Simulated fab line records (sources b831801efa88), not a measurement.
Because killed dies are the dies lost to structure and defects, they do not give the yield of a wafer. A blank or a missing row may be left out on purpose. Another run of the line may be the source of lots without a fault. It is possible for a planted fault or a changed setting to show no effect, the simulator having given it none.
What tool caused it? | flow sky130 | 12 lots, 36 wafers sampled, at 3 steps of a route of 708

WHAT THE GAUGES READ, wafer by wafer
SKY_VIA3_OVL_MEAS_13.
lot  | measured     | on         | VIA3_OVL (nm)
L458 | day 40 10:07 | overlay-02 | 2 -3 7
L459 | day 41 09:40 | overlay-01 | 3 6 9
L463 | day 42 05:04 | overlay-01 | 0 9 11
L462 | day 42 08:05 | overlay-01 | -2 -6 -4
L464 | day 42 22:29 | overlay-01 | 0 4 -1
L466 | day 43 00:37 | overlay-02 | -4 0 -2
L465 | day 43 02:58 | overlay-02 | -3 -3 1
L467 | day 43 05:38 | overlay-02 | -3 -2 0
L475 | day 45 04:43 | overlay-01 | -2 0 -1
L476 | day 45 11:13 | overlay-01 | 3 0 6
L478 | day 45 23:55 | overlay-02 | 5 0 2
L479 | day 46 00:28 | overlay-01 | -10 -1 -10

WHAT TOOL EACH LOT RAN ON (gives the tool, then ch and the chambers of the sampled wafers, and finally the start)
lot  | SKY_METAL1_SPUTTER_00        | SKY_METAL3_STRIP_19
L458 | pvd-sputter-03, day 32 11:49 | plasma-asher-04 ch 0,1, day 39 07:38
L459 | pvd-sputter-01, day 33 12:24 | plasma-asher-04 ch 0,1, day 40 07:52
L463 | pvd-sputter-01, day 34 14:08 | plasma-asher-03 ch 0,1, day 41 04:52
L462 | pvd-sputter-02, day 34 15:05 | plasma-asher-01 ch 0,1, day 41 07:28
L464 | pvd-sputter-01, day 35 06:11 | plasma-asher-03 ch 0,1, day 41 22:32
L466 | pvd-sputter-03, day 35 09:38 | plasma-asher-01 ch 0,1, day 42 00:19
L465 | pvd-sputter-03, day 35 12:47 | plasma-asher-01 ch 0,1, day 42 02:37
L467 | pvd-sputter-03, day 35 16:37 | plasma-asher-01 ch 0,1, day 42 05:36
L475 | pvd-sputter-02, day 38 00:14 | plasma-asher-03 ch 0,1, day 44 06:14
L476 | pvd-sputter-02, day 38 06:34 | plasma-asher-01 ch 0,1, day 44 12:14
L478 | pvd-sputter-03, day 38 20:19 | plasma-asher-03 ch 0,1, day 45 01:34
L479 | pvd-sputter-03, day 38 22:16 | plasma-asher-04 ch 0,1, day 45 01:55
- SKY_METAL1_SPUTTER_00: material Ti, target thk 15 nm, time 10 s.
- SKY_METAL3_STRIP_19: strips in O2/N2.

WHAT THE TOOLS THEMSELVES READ (means of the sampled wafers that have a number; where no wafer has one, the mark that the record gives instead)
SKY_METAL1_SPUTTER_00.
lot  | tool           | chamber-pressure-pa (Pa) | throttle-valve-pct (%)
L458 | pvd-sputter-03 | 0.4003                   | 30.8
L459 | pvd-sputter-01 | 0.4002                   | 30.4
L463 | pvd-sputter-01 | 0.4003                   | 30.3
L462 | pvd-sputter-02 | 0.3997                   | 30.0
L464 | pvd-sputter-01 | 0.3995                   | 30.5
L466 | pvd-sputter-03 | 0.3998                   | 30.5
L465 | pvd-sputter-03 | 0.3993                   | 30.7
L467 | pvd-sputter-03 | 0.4001                   | 30.7
L475 | pvd-sputter-02 | 0.3990                   | 29.8
L476 | pvd-sputter-02 | 0.4005                   | 30.3
L478 | pvd-sputter-03 | 0.3992                   | 30.8
L479 | pvd-sputter-03 | 0.3998                   | 30.7

SKY_METAL3_STRIP_19.
lot  | tool            | drypump-motor-current-A (A) | oes-product-au (a.u.) | strip-time-to-endpoint-s (s)
L458 | plasma-asher-04 | 5.73                        | 0.497                 | 6.50
L459 | plasma-asher-04 | 5.78                        | 0.505                 | 6.58
L463 | plasma-asher-03 | 5.89                        | 0.503                 | 6.58
L462 | plasma-asher-01 | 5.79                        | 0.502                 | 6.53
L464 | plasma-asher-03 | 5.88                        | 0.506                 | 6.56
L466 | plasma-asher-01 | 5.81                        | 0.499                 | 6.49
L465 | plasma-asher-01 | 5.80                        | 0.499                 | 6.53
L467 | plasma-asher-01 | 5.80                        | 0.500                 | 6.46
L475 | plasma-asher-03 | 5.88                        | 0.506                 | 6.57
L476 | plasma-asher-01 | 5.79                        | 0.501                 | 6.54
L478 | plasma-asher-03 | 5.88                        | 0.510                 | 6.61
L479 | plasma-asher-04 | 5.75                        | 0.502                 | 6.50

THE ANSWER, worked out from the rows above alone
Rule: the lots themselves supply what counts as usual. The widest of any qualifying gaps counts: lots, ordered by their means at a reading, are off when they make up no more than a third of the lots, leave a main group of 4 or more, and stand apart from it by 3 or more times the standard deviation of that group's means. If all means in a main group match to the digits the tables above print for the reading, that group is not used. A lot without any number at a reading at which 4 lots or more have one is off too. Any other lot the step has rows for is counted as sound. The gauges are gone through in route order, then the tools' own readings, and for those a lot's mean is taken as printed above. The first step at which some lot is off is used, and at that step the reading that is off furthest; a lot without a number counts as furthest.
Nothing can be told from this: no lot is off at any reading shown.

WHAT THE SIMULATOR HAD INSERTED
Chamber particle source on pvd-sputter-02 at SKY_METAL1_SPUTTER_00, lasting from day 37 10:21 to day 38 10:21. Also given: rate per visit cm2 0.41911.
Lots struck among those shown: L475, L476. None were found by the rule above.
